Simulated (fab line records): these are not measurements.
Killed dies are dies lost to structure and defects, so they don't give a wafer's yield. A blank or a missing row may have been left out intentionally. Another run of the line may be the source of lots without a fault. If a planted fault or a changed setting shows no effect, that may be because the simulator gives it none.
Struck lot and sound lot, side by side -- flow sky130 -- 15 steps out of a route of 708
Sound: the wafers L825.2, L825.3, L825.6. Struck: wafers L837.1, L837.5. (L837.4 of the same lot was not struck and is left out.) The cause comes at the end.
Order at every step that has rows: each side's tool, ch and its chambers, its first start. Under that, the readings that differ: sound wafers -- struck wafers -- difference of the means -- sigmas: that difference in standard deviations of wafers without a fault.
alike: same words and numbers on both sides, and readings whose means sit less than 2 such deviations apart. not compared: any withheld reading, any reading some wafer has no value for, any bound like >300 that may hide the same value, and any number with overlapping values for which the record gives no deviation.
Wherever a step has rows on one side only, a row that says differs or no value, or a row with sigmas, the two part there. Numbers that have no deviation but don't overlap get no sigmas and don't part them. A reading that every wafer of one side lacks parts them only if that side has two wafers or more.

first, 1 step without rows for these wafers: SKY_SONOS_TUNNEL_STRIP_11 (strips in SPM, time 600 s).
SKY_SONOS_TUNNEL_TW_MEAS_12:
  sound on film-metro-01 at day 13 07:26; struck on film-metro-03 at day 17 06:34
  alike: SONOS_TUNNEL_TW
then, 2 steps without rows for these wafers: SKY_SONOS_TUNNEL_CLEAN_13 (cleans in dHF, time 20 s); SKY_SONOS_ONO_OXIDATION_00 (stabilise 600 s, purge 300 s, target thk 2.6 nm).
SKY_SONOS_ONO_THK_MEAS_01:
  sound on film-metro-03 at day 13 08:51; struck on film-metro-02 at day 17 08:11
  alike: SONOS_ONO_OXIDATION_THK
then, 1 step without rows for these wafers: SKY_SONOS_ONO_CVD_02 (deposits Si3N4 from DCS/NH3, target thk 10.5 nm, time 180 s).
SKY_SONOS_ONO_THK_MEAS_03:
  sound on film-metro-04 at day 13 11:32; struck on film-metro-03 at day 17 12:04
reading,sound,struck,difference,sigmas
SONOS_ONO_CVD_02_THK (nm),10.51 10.45 10.56,10.85 10.89,+0.36,+3
then, 1 step without rows for these wafers: SKY_SONOS_ONO_CVD_04 (deposits SiO2 from SiH4/N2O, target thk 5.7199 nm).
SKY_SONOS_ONO_THK_MEAS_05:
  sound on film-metro-04 at day 13 12:51; struck on film-metro-04 at day 17 13:22
  alike: SONOS_ONO_CVD_04_THK
then, 3 steps without rows for these wafers: SKY_SONOS_ONO_DEHYDRATE_06 (time 60 s); SKY_SONOS_ONO_HMDS_07 (prime time 60 s); SKY_SONOS_ONO_COAT_08 (resist thk 1140 nm).
SKY_SONOS_ONO_SOFTBAKE_09: time 60 s.
  sound on litho-track-03 ch 0, day 14 01:01; struck on litho-track-04 ch 0, day 18 00:58
reading,sound,struck,difference,sigmas
exhaust-pa (Pa),46.5 45.1 46.3,43.6 45.1,-1.6,-2
heater-power-total-W (W),56.58 56.59 56.59,57.32 57.17,+0.66,+14
plate-temp-C (C),90.36 90.22 90.28,- -,no value on the struck wafers,
run-length-s (s),89.39 89.00 89.02,87.06 87.06,-2.08,-8
then, 1 step without rows for these wafers: SKY_SONOS_ONO_EXPOSE_10 (exposes mask ONOM, target cd 410 nm).
-- a jump in the record: the struck wafers' starts before and after are 32 days apart (it breaks off in module SONOS_ONO and resumes in module PAD_OPEN, where the first step shown is number 708 of the route) --
SKY_PAD_OPEN_PROBE_99:
  sound on prober-02 at day 47 07:47; struck on prober-01 at day 50 00:28
  alike: killed_at_M0_to_M3, killed_at_M4_up, killed-at-contacts, killed-at-front-end, killed-at-other, killed-dies, killed-open, killed-short

## WHERE THEY PART
First at SKY_SONOS_ONO_THK_MEAS_03; last, within this record, at SKY_SONOS_ONO_SOFTBAKE_09. Later steps at which nothing parts them and some readings are alike: SKY_PAD_OPEN_PROBE_99.

WHY: what the simulator had put in
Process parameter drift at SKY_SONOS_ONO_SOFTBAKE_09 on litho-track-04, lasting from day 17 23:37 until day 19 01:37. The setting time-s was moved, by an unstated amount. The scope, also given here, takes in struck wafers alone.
